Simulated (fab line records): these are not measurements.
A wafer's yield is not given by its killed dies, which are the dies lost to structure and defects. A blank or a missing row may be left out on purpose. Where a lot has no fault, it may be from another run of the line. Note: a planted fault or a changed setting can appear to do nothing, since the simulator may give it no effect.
fab line records + flow sky130
[record]
- lots = 6
- wafers = 18
- last_day = 50
route steps=708 shown CAP2M@616 METAL4@621
lots with no fault: from the same line, run without faults
start_h: hours from the record's opening day to when the first of the lot's shown wafers began + wait_h: how many hours have passed since the lot's step before this one + " same as the row above + L1.1+2: one row covering several wafers at once + - no value, or no start was given + * or withheld: withheld + < > ~ a bound
route shown NAME@n: a module of which the file shows steps, and the number in the route of the first + usual: the fault-free wafers' mean and standard deviation + same: alike in all rows + chamber/n: place in a boat + sites: per-site readings + _std_site: how widely they spread, as a standard deviation + _edge_site: mean of outer sites minus mean of inner sites + radius_mm: how far each site lies from the wafer's centre + mask NAME#n: copy n + behind: the tool/chamber that last shaped the wafer + hold: what put the lot on hold/how long, in hours/how the hold closed + device: the transistor (n, p or np) that didn't switch + end of line: the tests these same wafers got at the end of their route + step lacking rows: just its recipe + killed: not the wafer's yield, but the dies lost to structure and defects at the first sort + map: shows each die of a wafer: x if killed, . if not, _ if none is there
set.NAME: the setting that was run; set.NAME@STEP: the one run at that earlier step + model.NAME: the simulator's own value behind a step, which no gauge read
lots at selected steps of the route; one table per step, one row per wafer
services: from which hour (start_h, from the record's first day; less than 0 if before it) a tool's chamber was out of use, for how many hours, and why
[[steps]]
[step SKY_CAP2M_METAL_ETCH_13]
[recipe]
- target_depth_nm = 220
- stop_on = SiO2
- chemistry = Cl2/BCl3
- target = TiN
- pressure_mtorr = 10
- icp_w = 900
- bias_w = 48.5
- Cl2_flow_sccm = 60
- bcl3_flow_sccm = 30
- time_s = 62.9
[usual]
- bias_w = 48.49/0.15
- drypump_motor_current_A = 5.82/0.3
- oes_product_au = 0.942/0.0066
- throttle_valve_pct = 21.901/0.0092
| lot.wafer | tool         | chamber | start_h | wait_h | bias_w | drypump_motor_current_A | oes_product_au | rf_hours_counter_h | throttle_valve_pct |
|-----------|--------------|---------|---------|--------|--------|-------------------------|----------------|--------------------|--------------------|
| L860.1    | rie_metal-02 | 1       | 1007.88 | 0.0    | 48.42  | 5.70                    | 0.949          | 11                 | 21.915             |
| L860.2    | "            | 0       | "       | "      | 48.67  | 5.64                    | 0.948          | 12                 | 21.903             |
| L860.3    | "            | 0       | "       | "      | 48.79  | 5.64                    | 0.935          | -                  | 21.898             |
| L862.1    | rie_metal-02 | 0       | 1010.73 | 0.0    | 48.53  | 5.61                    | 0.942          | 12                 | 21.897             |
| L862.2    | "            | 1       | "       | "      | 48.31  | 5.68                    | 0.934          | 11                 | 21.905             |
| L862.3    | "            | 1       | "       | "      | 48.27  | 5.67                    | 0.937          | -                  | 21.920             |
| L863.1    | rie_metal-01 | 0       | 1017.64 | 0.0    | 48.40  | 6.41                    | 0.939          | 6                  | 21.892             |
| L863.2    | "            | 1       | "       | "      | 48.58  | 6.25                    | 0.938          | 13                 | 21.900             |
| L863.6    | "            | 0       | "       | "      | 48.35  | 6.38                    | 0.945          | -                  | 21.893             |
| L868.1    | rie_metal-02 | 0       | 1047.03 | 0.0    | 48.50  | 5.61                    | 0.955          | 14                 | 21.899             |
| L868.2    | "            | 1       | "       | "      | 48.72  | 5.69                    | 0.947          | 13                 | 21.896             |
| L868.5    | "            | 0       | "       | "      | 48.52  | 5.63                    | 0.943          | -                  | 21.901             |
| L871.3    | rie_metal-02 | 0       | 1070.97 | 0.0    | 48.52  | 5.61                    | 0.941          | -                  | 21.898             |
| L871.4    | "            | 1       | "       | "      | 48.58  | 5.71                    | 0.925          | -                  | 21.908             |
| L871.5    | "            | 0       | "       | "      | 48.67  | 5.61                    | 0.928          | -                  | 21.900             |
| L875.1    | rie_metal-02 | 1       | 1094.14 | 0.0    | 48.66  | 5.70                    | 0.941          | 15                 | 21.896             |
| L875.5    | "            | 1       | "       | "      | 48.46  | 5.71                    | 0.940          | -                  | 21.918             |
| L875.6    | "            | 0       | "       | "      | 48.51  | 5.61                    | 0.950          | -                  | 21.910             |
[step SKY_CAP2M_STRIP_14]
[recipe]
- chemistry = O2/N2
- power_w = 1400
- pressure_mtorr = 1500
- platen_temp_c = withheld
- o2_flow_sccm = 3125
- n2_flow_sccm = 300
- overash_fraction = 0.5
[usual]
- drypump_motor_current_A = 6.2/0.43
- oes_product_au = 0.711/0.0047
- strip_time_to_endpoint_s = 12.63/0.039
| lot.wafer | tool            | chamber | start_h | wait_h | drypump_motor_current_A | oes_product_au | rf_hours_counter_h | strip_time_to_endpoint_s |
|-----------|-----------------|---------|---------|--------|-------------------------|----------------|--------------------|--------------------------|
| L860.1    | plasma_asher-04 | 0       | 1007.96 | 0.1    | 6.3                     | 0.713          | 27                 | 12.64                    |
| L860.2    | "               | 1       | "       | "      | 6.8                     | 0.707          | 27                 | 12.59                    |
| L860.3    | "               | 0       | "       | "      | 6.3                     | 0.708          | -                  | 12.61                    |
| L862.1    | plasma_asher-01 | 1       | 1010.81 | 0.1    | 6.3                     | 0.708          | 57                 | 12.61                    |
| L862.2    | "               | 0       | "       | "      | 5.7                     | 0.710          | 57                 | 12.61                    |
| L862.3    | "               | 1       | "       | "      | 6.3                     | 0.702          | -                  | 12.62                    |
| L863.1    | plasma_asher-01 | 1       | 1017.72 | 0.1    | 6.2                     | 0.713          | 57                 | 12.61                    |
| L863.2    | "               | 0       | "       | "      | 5.7                     | 0.712          | 57                 | 12.61                    |
| L863.6    | "               | 0       | "       | "      | 5.7                     | 0.713          | -                  | 12.62                    |
| L868.1    | plasma_asher-02 | 0       | 1047.11 | 0.1    | 5.4                     | 0.710          | 91                 | 12.64                    |
| L868.2    | "               | 1       | "       | "      | 6.0                     | 0.711          | 91                 | 12.68                    |
| L868.5    | "               | 1       | "       | "      | 6.0                     | 0.707          | -                  | 12.66                    |
| L871.3    | plasma_asher-01 | 1       | 1071.05 | 0.1    | 6.3                     | 0.719          | -                  | 12.67                    |
| L871.4    | "               | 0       | "       | "      | 5.7                     | 0.714          | -                  | 12.62                    |
| L871.5    | "               | 0       | "       | "      | 5.7                     | 0.709          | -                  | 12.65                    |
| L875.1    | plasma_asher-01 | 1       | 1094.21 | 0.1    | 6.3                     | 0.712          | 65                 | 12.59                    |
| L875.5    | "               | 1       | "       | "      | 6.3                     | 0.717          | -                  | 12.59                    |
| L875.6    | "               | 0       | "       | "      | 5.7                     | 0.704          | -                  | 12.64                    |
[step SKY_CAP2M_STRIP_15]
[recipe]
- chemistry = post_etch_residue_remover
- time_s = 1200
- temp_c = 72.5
[step SKY_CAP2M_CLEAN_16]
[recipe]
- chemistry = IPA
- time_s = 180
- temp_c = 25
[step SKY_CAP2M_CLEAN_17]
[recipe]
- chemistry = O3/DIW
- dry = n2_spin
[step SKY_METAL4_DEHYDRATE_05]
[recipe]
- temp_c = 200
- time_s = 60
[step SKY_METAL4_HMDS_06]
[recipe]
- prime_time_s = 60
- prime_temp_c = 120
[step SKY_METAL4_COAT_07]
[recipe]
- resist = BARC
- temp_c = withheld
- time_s = withheld
- spin_rpm = 3000
- resist_thk_nm = 60
[step SKY_METAL4_COAT_08]
[recipe]
- resist = KrF-thick
- spin_rpm = 3000
- resist_thk_nm = 1140
[step SKY_METAL4_SOFTBAKE_09]
[recipe]
- temp_c = 100
- time_s = 90
- resist = KrF-thick
[step SKY_METAL4_EXPOSE_10]
[recipe]
- mask_id = MM4
- na = 0.68
- source_shape = annular
- sigma_inner = 0.4
- sigma_outer = 0.8
- target_cd_nm = 300
- dose_mj = 28
[step SKY_METAL4_PEB_11]
[recipe]
- peb_temp_c = withheld
- peb_time_s = withheld
- resist = KrF-thick
[step SKY_METAL4_DEVELOP_12]
[recipe]
- develop_time_s = 60
- resist = KrF-thick
- dev_temp_c = 21
[usual]
- chill_plate_temp_C = 23.01/0.1
- develop_time_s = 60/0
| lot.wafer | tool           | chamber | start_h | wait_h | chill_plate_temp_C | develop_time_s | model.KrF-thick_of_METAL4_COAT_08.thk_nm |
|-----------|----------------|---------|---------|--------|--------------------|----------------|------------------------------------------|
| L860.1    | litho_track-03 | 0       | 1029    | -      | 23.09              | 60             | 1128                                     |
| L860.2    | "              | 0       | "       | "      | 23.05              | 60             | 1123                                     |
| L860.3    | "              | 0       | "       | "      | 22.92              | 60             | 1128                                     |
| L862.1    | litho_track-03 | -       | 1033    | -      | -                  | -              | 1143                                     |
| L862.2    | "              | -       | "       | "      | -                  | -              | 1142                                     |
| L862.3    | "              | -       | "       | "      | -                  | -              | 1146                                     |
| L863.1    | litho_track-03 | -       | 1040    | -      | -                  | -              | 1143                                     |
| L863.2    | "              | -       | "       | "      | -                  | -              | 1145                                     |
| L863.6    | "              | -       | "       | "      | -                  | -              | 1144                                     |
| L868.1    | litho_track-02 | 0       | 1068    | -      | 23.19              | 60             | 1122                                     |
| L868.2    | "              | 0       | "       | "      | 22.99              | 60             | 1120                                     |
| L868.5    | "              | 0       | "       | "      | 22.98              | 60             | 1120                                     |
| L871.3    | litho_track-02 | 0       | 1092    | -      | 22.99              | 60             | 1124                                     |
| L871.4    | "              | 0       | "       | "      | 23.14              | 60             | 1124                                     |
| L871.5    | "              | 0       | "       | "      | 23.01              | 60             | 1122                                     |
| L875.1    | litho_track-02 | 0       | 1115    | -      | 23.02              | 60             | 1125                                     |
| L875.5    | "              | 0       | "       | "      | 23.07              | 60             | 1120                                     |
| L875.6    | "              | 0       | "       | "      | 23.09              | 60             | 1122                                     |
[step SKY_METAL4_CD_MEAS_13]
[recipe]
- target_cd_nm = 300
[usual]
- cd_nm = 300.3/1.4
| lot.wafer | tool      | chamber | start_h | wait_h | cd_nm |
|-----------|-----------|---------|---------|--------|-------|
| L860.1    | cd_sem-01 | -       | 1029.75 | -      | 299.1 |
| L860.2    | "         | -       | "       | "      | 300.6 |
| L860.3    | "         | -       | "       | "      | 298.7 |
| L862.1    | cd_sem-01 | -       | 1033.76 | -      | -     |
| L862.2    | "         | -       | "       | "      | -     |
| L862.3    | "         | -       | "       | "      | -     |
| L863.1    | cd_sem-01 | -       | 1040.50 | -      | -     |
| L863.2    | "         | -       | "       | "      | -     |
| L863.6    | "         | -       | "       | "      | -     |
| L868.1    | cd_sem-01 | -       | 1068.84 | -      | 300.4 |
| L868.2    | "         | -       | "       | "      | 300.0 |
| L868.5    | "         | -       | "       | "      | 300.3 |
| L871.3    | cd_sem-02 | -       | 1092.49 | -      | 298.3 |
| L871.4    | "         | -       | "       | "      | 297.4 |
| L871.5    | "         | -       | "       | "      | 298.8 |
| L875.1    | cd_sem-01 | -       | 1115.40 | -      | 300.1 |
| L875.5    | "         | -       | "       | "      | 298.9 |
| L875.6    | "         | -       | "       | "      | 298.6 |
[[services]]
| tool            | chamber | start_h | hours | kind   |
|-----------------|---------|---------|-------|--------|
| plasma_asher-02 | -       | 1054.45 | 8.7   | repair |
| rie_metal-02    | -       | 1063.49 | 2.8   | pm     |
| plasma_asher-01 | -       | 1077.28 | 6.7   | repair |
| rie_metal-02    | -       | 1090.22 | 1.0   | repair |
[[key]]
[first_sign]
- step = SKY_METAL4_DEVELOP_12
- reading = tool_record
- direction = missing
effect none on later readings
[model_effect]
- step = SKY_METAL4_DEVELOP_12
- value = KrF-thick_of_METAL4_COAT_08.thk_nm
- without = 1130
- struck = 1144
met_at SKY_METAL4_DEVELOP_12
struck_wafers L862.1,L862.2,L862.3,L863.1,L863.2,L863.6
later_rows_left_out L862.1,L862.2,L862.3,L863.1,L863.2,L863.6
sort_left_out L862.1,L862.2,L862.3,L863.1,L863.2,L863.6
tester_left_out L862,L863
onset_between 1029 1033
[earlier_fault]
- kind = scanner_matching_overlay
- tool = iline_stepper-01
- chamber = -
- onset_h = 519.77
- steps = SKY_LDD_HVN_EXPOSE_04
- offset = 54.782
[earlier_fault]
- kind = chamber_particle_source
- tool = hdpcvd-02
- chamber = 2
- onset_h = 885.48
- steps = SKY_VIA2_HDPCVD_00
- rate_per_visit_cm2 = 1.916
[fault]
- kind = skipped_step_whole
- tool = litho_track-03
- chamber = -
- onset_h = 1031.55
- steps = SKY_METAL4_DEVELOP_12
- scope = struck_lots_only
// tester_left_out: of these lots the tester's yield and bins aren't shown, on N5 and GAA mostly nor the transistor test; their killed dies are dies lost to structure and defects alone, not to doping, threshold or leakage, so they don't give the yield
// sort_left_out: the simulated sort isn't trusted on such a fault, so these wafers' sort isn't shown, and their yield isn't known
// later_rows_left_out: the simulator's readings of these wafers behind a module that went badly wrong aren't trusted and aren't shown, but for the sort
